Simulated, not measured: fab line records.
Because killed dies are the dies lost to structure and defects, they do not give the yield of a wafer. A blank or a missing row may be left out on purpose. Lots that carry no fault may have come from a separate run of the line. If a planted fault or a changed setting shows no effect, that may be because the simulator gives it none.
fab line records    flow sfqLine
record lots=14  wafers=42  lastDay=90
route steps=325 shown JJ@182 I6@279 M7@291 M8@318
lots that met no fault: from a run of the same line without faults
startH: start of the lot's first displayed wafer, in hours after the record's first day    waitH: how many hours have passed since the lot's step before this one    " same as the row above    L1.1+2: one row covering several wafers at once    - no value, or no start given    * or withheld: withheld    < > ~ a bound
route shown NAME@n: names a module that has steps shown in the file, with the first one's number in the route    usual: mean and standard deviation over wafers with no fault    same: alike in all rows    chamber/n: place in a boat    sites: each site's reading    _std_site: the standard deviation of these    _edge_site: the outer-site mean with the inner-site mean subtracted    radiusMm: for every site, how far away it sits from the centre of the wafer    mask NAME#n: copy n    behind: the tool/chamber that last shaped the wafer    hold: what put the lot on hold/how long, in hours/how the hold closed    device: which transistor (n, p or np) failed to switch    end of line: at the end of the route, the tests of the same wafers    a step without rows: its recipe alone    killed: the dies lost at the first sort to structure and to defects; this is not the yield of the wafer    map: per-die view of a wafer (x killed, . not killed, _ where there is no die)
set.NAME: the setting that was run; set.NAME@STEP: the one run at that earlier step    model.NAME: the simulator's own value behind a step, which no gauge read
one table for each step of the route and one row for each wafer, over a sample of lots
services: the hour from which a tool's chamber was out of use, counted from the record's first day as startH (under 0 if before that day), plus the number of hours and why
## steps
# step SFQ_TRILAYER_JJ_TRILAYER_DEP_SPUTTER_112
# recipe material=Nb  basePressurePa=1.33e-06  chamberPressurePa=0.1333  substrateTempC=20  targetThkNm=170  powerW=2000  timeS=113.3
# usual throttleValvePct=30.2/1.3
lot.wafer  tool           chamber  startH   waitH  throttleValvePct
L731.2     pvdSputter-03  -        1179.04  0.5    31.1
L731.3     "              -        "        "      29.5
L731.4     "              -        "        "      28.8
L732.3     pvdSputter-06  -        1192.20  0.5    31.6
L732.4     "              -        "        "      29.2
L732.6     "              -        "        "      30.5
L733.1     pvdSputter-04  -        1193.42  0.5    28.4
L733.2     "              -        "        "      30.8
L733.3     "              -        "        "      31.3
L734.1     pvdSputter-04  -        1210.89  0.5    30.8
L734.5     "              -        "        "      31.4
L734.6     "              -        "        "      31.2
L738.1     pvdSputter-03  -        1219.69  0.5    29.6
L738.4     "              -        "        "      31.0
L738.5     "              -        "        "      28.9
L739.2     pvdSputter-04  -        1221.49  0.5    27.9
L739.3     "              -        "        "      30.8
L739.6     "              -        "        "      30.9
L742.3     pvdSputter-03  -        1224.49  0.5    28.9
L742.5     "              -        "        "      28.7
L742.6     "              -        "        "      30.9
L743.1     pvdSputter-04  -        1226.47  0.5    31.3
L743.2     "              -        "        "      31.0
L743.5     "              -        "        "      31.2
L744.2     pvdSputter-06  -        1232.44  0.5    31.7
L744.3     "              -        "        "      30.2
L744.4     "              -        "        "      31.5
L745.2     pvdSputter-04  -        1347.74  0.5    31.1
L745.5     "              -        "        "      28.2
L745.6     "              -        "        "      31.5
L747.4     pvdSputter-04  -        1390.29  0.5    31.4
L747.5     "              -        "        "      31.5
L747.6     "              -        "        "      30.9
L748.2     pvdSputter-06  -        1398.62  0.5    31.6
L748.4     "              -        "        "      29.2
L748.6     "              -        "        "      32.0
L749.1     pvdSputter-04  -        1401.74  0.5    31.2
L749.4     "              -        "        "      28.0
L749.6     "              -        "        "      31.3
L753.2     pvdSputter-03  -        1420.87  0.5    29.0
L753.4     "              -        "        "      29.6
L753.5     "              -        "        "      28.8
# step SFQ_JJ_RS_MEAS_929
# recipe thkMeasGauge=four-point-probe  reads=Nb_of_TRILAYER_JJ_TRILAYER_DEP_SPUTTER_112
# usual JJ_NB_RS=1.057/0.017
lot.wafer  tool          chamber  startH   waitH  JJ_NB_RS[ohm/sq]
L731.2     filmMetro-04  -        1179.14  0.1    1.073
L731.3     "             -        "        "      1.077
L731.4     "             -        "        "      1.074
L732.3     filmMetro-02  -        1192.32  0.1    1.054
L732.4     "             -        "        "      1.052
L732.6     "             -        "        "      1.051
L733.1     filmMetro-01  -        1193.50  0.0    1.047
L733.2     "             -        "        "      1.060
L733.3     "             -        "        "      1.038
L734.1     filmMetro-01  -        1210.97  0.0    1.057
L734.5     "             -        "        "      1.038
L734.6     "             -        "        "      1.055
L738.1     filmMetro-02  -        1219.77  0.0    1.066
L738.4     "             -        "        "      1.067
L738.5     "             -        "        "      1.078
L739.2     filmMetro-02  -        1221.59  0.1    1.039
L739.3     "             -        "        "      1.062
L739.6     "             -        "        "      1.063
L742.3     filmMetro-04  -        1224.61  0.1    1.078
L742.5     "             -        "        "      1.080
L742.6     "             -        "        "      1.074
L743.1     filmMetro-02  -        1226.55  0.0    1.048
L743.2     "             -        "        "      1.070
L743.5     "             -        "        "      1.061
L744.2     filmMetro-04  -        1232.54  0.1    1.024
L744.3     "             -        "        "      1.044
L744.4     "             -        "        "      1.050
L745.2     filmMetro-04  -        1347.84  0.1    1.044
L745.5     "             -        "        "      1.054
L745.6     "             -        "        "      1.044
L747.4     filmMetro-01  -        1390.43  0.1    1.028
L747.5     "             -        "        "      1.039
L747.6     "             -        "        "      1.336
L748.2     filmMetro-02  -        1398.72  0.1    1.049
L748.4     "             -        "        "      1.055
L748.6     "             -        "        "      1.039
L749.1     filmMetro-04  -        1401.82  0.0    1.047
L749.4     "             -        "        "      1.054
L749.6     "             -        "        "      1.322
L753.2     filmMetro-02  -        1420.97  0.1    1.054
L753.4     "             -        "        "      1.062
L753.5     "             -        "        "      1.061
# step SFQ_TRILAYER_JJ_CE_ETCH_RIE_118
# recipe target=Nb  stopOn=Al2O3  maskMaterial=PR  taperDeg=13.257  overEtchFrac=0.15  timeS=97.7  chemistry=SF6  targetDepthNm=170  icpW=600  biasW=80  pressureMtorr=10
# usual drypumpMotorCurrentA=5.6/0.63  oesProductAu=0.985/0.008
lot.wafer  tool         chamber  startH   waitH  drypumpMotorCurrentA  oesProductAu  rfHoursCounterH
L731.2     rieMetal-03  1        1186.73  0.1    5.2                   0.977         98
L731.3     "            1        "        "      5.3                   0.984         -
L731.4     "            0        "        "      5.1                   0.981         -
L732.3     rieMetal-03  1        1227.05  0.2    5.3                   0.991         -
L732.4     "            1        "        "      5.2                   0.976         -
L732.6     "            1        "        "      5.2                   0.977         -
L733.1     rieMetal-02  0        1228.08  0.1    5.0                   0.981         121
L733.2     "            1        "        "      5.7                   0.994         97
L733.3     "            1        "        "      5.7                   0.991         -
L734.1     rieMetal-01  0        1229.28  0.1    5.1                   0.991         118
L734.5     "            0        "        "      5.1                   1.000         -
L734.6     "            1        "        "      6.7                   0.992         -
L738.1     rieMetal-01  0        1235.28  0.1    5.1                   0.982         120
L738.4     "            1        "        "      6.7                   0.967         -
L738.5     "            0        "        "      5.1                   0.980         -
L739.2     rieMetal-01  0        1236.48  0.1    5.1                   1.001         120
L739.3     "            0        "        "      5.1                   0.991         -
L739.6     "            0        "        "      5.1                   0.976         -
L742.3     rieMetal-03  0        1241.32  0.1    5.1                   0.967         -
L742.5     "            1        "        "      5.2                   0.970         -
L742.6     "            0        "        "      5.1                   0.979         -
L743.1     rieMetal-02  0        1242.48  0.1    5.0                   0.981         125
L743.2     "            1        "        "      5.7                   0.988         100
L743.5     "            0        "        "      5.0                   0.980         -
L744.2     rieMetal-01  1        1244.88  0.1    6.6                   0.999         102
L744.3     "            1        "        "      6.7                   1.001         -
L744.4     "            0        "        "      5.1                   0.998         -
L745.2     rieMetal-01  1        1372.90  0.2    6.6                   0.985         -
L745.5     "            1        "        "      6.7                   0.987         -
L745.6     "            1        "        "      6.6                   0.979         -
L747.4     rieMetal-02  0        1394.82  0.1    5.0                   0.996         -
L747.5     "            1        "        "      5.7                   0.985         -
L747.6     "            0        "        "      5.0                   0.868         -
L748.2     rieMetal-01  0        1402.45  0.1    5.1                   0.996         2
L748.4     "            1        "        "      6.6                   0.988         -
L748.6     "            1        "        "      6.6                   0.979         -
L749.1     rieMetal-02  1        1405.58  0.1    5.7                   0.988         126
L749.4     "            0        "        "      5.0                   0.984         -
L749.6     "            1        "        "      5.7                   0.868         -
L753.2     rieMetal-02  1        1426.27  0.1    5.7                   0.977         129
L753.4     "            0        "        "      5.0                   0.977         -
L753.5     "            1        "        "      5.7                   0.989         -
# step SFQ_TRILAYER_I6_VIA_STRIP_STRIP_173
# recipe gas=O2  powerW=200  platenTempC=40  overashFraction=0.65  chemistry=O2  pressureMtorr=50
# usual drypumpMotorCurrentA=5.4/0.33  oesProductAu=1.001/0.011
lot.wafer  tool         chamber  startH   waitH  drypumpMotorCurrentA  oesProductAu  rfHoursCounterH
L731.2     rieMetal-02  0        1659.22  -      5.0                   0.982         48
L731.3     "            0        "        "      5.0                   0.993         -
L731.4     "            1        "        "      5.7                   0.995         -
L732.3     rieMetal-04  1        1770.88  -      5.9                   0.998         -
L732.4     "            0        "        "      5.7                   1.010         -
L732.6     "            1        "        "      5.9                   1.011         -
L733.1     rieMetal-04  0        1775.48  -      5.7                   1.024         29
L733.2     "            1        "        "      5.9                   1.013         77
L733.3     "            0        "        "      5.7                   1.007         -
L734.1     rieMetal-04  0        1777.88  -      5.7                   1.008         29
L734.5     "            1        "        "      5.9                   1.022         -
L734.6     "            0        "        "      5.7                   1.010         -
L738.1     rieMetal-04  0        1789.88  -      5.7                   1.018         31
L738.4     "            1        "        "      5.9                   1.015         -
L738.5     "            1        "        "      5.9                   1.019         -
L739.2     rieMetal-03  1        1791.45  -      5.2                   0.992         39
L739.3     "            1        "        "      5.2                   1.006         -
L739.6     "            1        "        "      5.2                   0.993         -
L742.3     rieMetal-02  1        1808.25  -      5.7                   0.993         -
L742.5     "            1        "        "      5.7                   0.997         -
L742.6     "            0        "        "      5.0                   1.000         -
L743.1     rieMetal-02  1        1811.65  -      5.7                   0.994         47
L743.2     "            0        "        "      5.0                   0.986         71
L743.5     "            0        "        "      5.0                   1.002         -
L744.2     rieMetal-03  1        1812.85  -      5.3                   0.995         42
L744.3     "            0        "        "      5.1                   1.015         -
L744.4     "            1        "        "      5.2                   0.982         -
L745.2     rieMetal-02  0        1822.00  -      5.0                   0.987         72
L745.5     "            1        "        "      5.7                   0.988         -
L745.6     "            0        "        "      5.0                   0.985         -
L747.4     rieMetal-03  0        1899.25  -      5.1                   1.002         -
L747.5     "            0        "        "      5.1                   1.008         -
L747.6     "            1        "        "      5.3                   0.990         -
L748.2     rieMetal-02  0        1901.45  -      5.0                   0.990         78
L748.4     "            0        "        "      5.0                   0.991         -
L748.6     "            1        "        "      5.7                   0.999         -
L749.1     rieMetal-03  0        1903.85  -      5.1                   1.002         76
L749.4     "            0        "        "      5.1                   1.015         -
L749.6     "            0        "        "      5.1                   1.004         -
L753.2     rieMetal-04  0        1921.38  -      5.7                   1.013         53
L753.4     "            1        "        "      5.9                   1.006         -
L753.5     "            0        "        "      5.7                   1.011         -
# step SFQ_M7_OVL_MEAS_945
# usual M7_OVL=0/5.2
lot.wafer  tool        chamber  startH   waitH  M7_OVL[nm]
L731.2     overlay-01  -        1762.10  0.1    -6
L731.3     "           -        "        "      -8
L731.4     "           -        "        "      -4
L732.3     overlay-01  -        1778.08  0.1    1
L732.4     "           -        "        "      -6
L732.6     "           -        "        "      -3
L733.1     overlay-01  -        1782.87  0.1    0
L733.2     "           -        "        "      -8
L733.3     "           -        "        "      -2
L734.1     overlay-01  -        1785.27  0.1    0
L734.5     "           -        "        "      0
L734.6     "           -        "        "      2
L738.1     overlay-02  -        1800.87  0.1    -1
L738.4     "           -        "        "      2
L738.5     "           -        "        "      -2
L739.2     overlay-02  -        1803.27  0.1    0
L739.3     "           -        "        "      -9
L739.6     "           -        "        "      -2
L742.3     overlay-01  -        1829.03  0.1    4
L742.5     "           -        "        "      3
L742.6     "           -        "        "      3
L743.1     overlay-01  -        1832.62  0.1    -7
L743.2     "           -        "        "      1
L743.5     "           -        "        "      -3
L744.2     overlay-01  -        1833.82  0.1    -3
L744.3     "           -        "        "      -4
L744.4     "           -        "        "      7
L745.2     overlay-01  -        1877.12  0.1    8
L745.5     "           -        "        "      16
L745.6     "           -        "        "      10
L747.4     overlay-02  -        1903.48  0.1    -3
L747.5     "           -        "        "      -5
L747.6     "           -        "        "      3
L748.2     overlay-02  -        1904.79  0.1    8
L748.4     "           -        "        "      0
L748.6     "           -        "        "      7
L749.1     overlay-01  -        1912.19  0.1    3
L749.4     "           -        "        "      0
L749.6     "           -        "        "      1
L753.2     overlay-02  -        1987.91  0.1    -5
L753.4     "           -        "        "      -12
L753.5     "           -        "        "      -4
# step SFQ_M8_OVL_MEAS_948
# usual M8_OVL=0/5.8
lot.wafer  tool        chamber  startH   waitH  M8_OVL[nm]
L731.2     overlay-01  -        1781.66  0.1    3
L731.3     "           -        "        "      7
L731.4     "           -        "        "      1
L732.3     overlay-02  -        1799.67  0.1    11
L732.4     "           -        "        "      12
L732.6     "           -        "        "      10
L733.1     overlay-01  -        1813.86  0.1    1
L733.2     "           -        "        "      -6
L733.3     "           -        "        "      -2
L734.1     overlay-01  -        1817.46  0.1    3
L734.5     "           -        "        "      6
L734.6     "           -        "        "      4
L738.1     overlay-02  -        1843.18  0.1    -7
L738.4     "           -        "        "      -11
L738.5     "           -        "        "      -9
L739.2     overlay-02  -        1844.38  0.1    -13
L739.3     "           -        "        "      -7
L739.6     "           -        "        "      -5
L742.3     overlay-02  -        1969.19  0.1    4
L742.5     "           -        "        "      0
L742.6     "           -        "        "      2
L743.1     overlay-02  -        1980.70  0.1    1
L743.2     "           -        "        "      5
L743.5     "           -        "        "      -4
L744.2     overlay-02  -        1981.90  0.1    -9
L744.3     "           -        "        "      6
L744.4     "           -        "        "      -1
L745.2     overlay-01  -        2035.60  0.1    -4
L745.5     "           -        "        "      -6
L745.6     "           -        "        "      -12
L747.4     overlay-02  -        2077.96  0.1    -8
L747.5     "           -        "        "      6
L747.6     "           -        "        "      -3
L748.2     overlay-01  -        2081.55  0.1    2
L748.4     "           -        "        "      6
L748.6     "           -        "        "      3
L749.1     overlay-01  -        2099.00  0.1    -2
L749.4     "           -        "        "      1
L749.6     "           -        "        "      -5
L753.2     overlay-01  -        2156.60  0.1    8
L753.4     "           -        "        "      8
L753.5     "           -        "        "      10
## services
tool           chamber  startH   hours  kind
rieMetal-01    0        1194.14  14.9   repair
rieMetal-03    0        1207.70  26.1   repair
rieMetal-04    1        1247.15  10.7   repair
rieMetal-01    -        1251.34  14.6   pm
rieMetal-04    -        1253.74  14.6   pm
rieMetal-04    -        1294.26  2.8    pm
rieMetal-02    -        1311.20  3.3    repair
pvdSputter-04  -        1361.43  6.2    repair
rieMetal-04    -        1379.08  0.6    repair
rieMetal-03    1        1384.04  4.1    repair
rieMetal-04    -        1392.37  6.5    repair
rieMetal-02    -        1403.08  1.4    pm
pvdSputter-04  -        1445.46  5.4    repair
rieMetal-03    1        1491.93  16.0   repair
rieMetal-03    -        1522.78  2.8    pm
pvdSputter-04  -        1638.16  7.5    repair
pvdSputter-04  -        1664.34  7.6    repair
rieMetal-01    1        1712.24  18.4   repair
rieMetal-01    0        1713.43  13.7   repair
pvdSputter-04  -        1754.24  0.5    repair
rieMetal-01    -        1794.11  2.8    pm
rieMetal-03    -        1809.94  2.5    repair
rieMetal-02    -        1842.32  2.8    pm
pvdSputter-04  -        1907.12  1.7    repair
## key
firstSign step=SFQ_JJ_RS_MEAS_929  reading=JJ_NB_RS  direction=up  sigmas=16  usual=1.057  struck=1.329
effect step=SFQ_TRILAYER_JJ_CE_ETCH_RIE_118  reading=oesProductAu  direction=down  sigmas=15  usual=0.985  struck=0.868
metAt SFQ_TRILAYER_JJ_TRILAYER_DEP_SPUTTER_112
struckLots L747,L749
struckWafers L747.6,L749.6
notActingAt SFQ_TRILAYER_I6_VIA_STRIP_STRIP_173,SFQ_M7_OVL_MEAS_945,SFQ_M8_OVL_MEAS_948
onsetBetween 1347.74 1390.29
fault kind=processParameterDrift  tool=pvdSputter-04  chamber=-  onsetH=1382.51  steps=SFQ_TRILAYER_JJ_TRILAYER_DEP_SPUTTER_112  channel=targetThkNm  offset=-36.262  shape=step  endH=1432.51  scope=struckWafersOnly  actsIn=theseRecipesOnly  stated=170
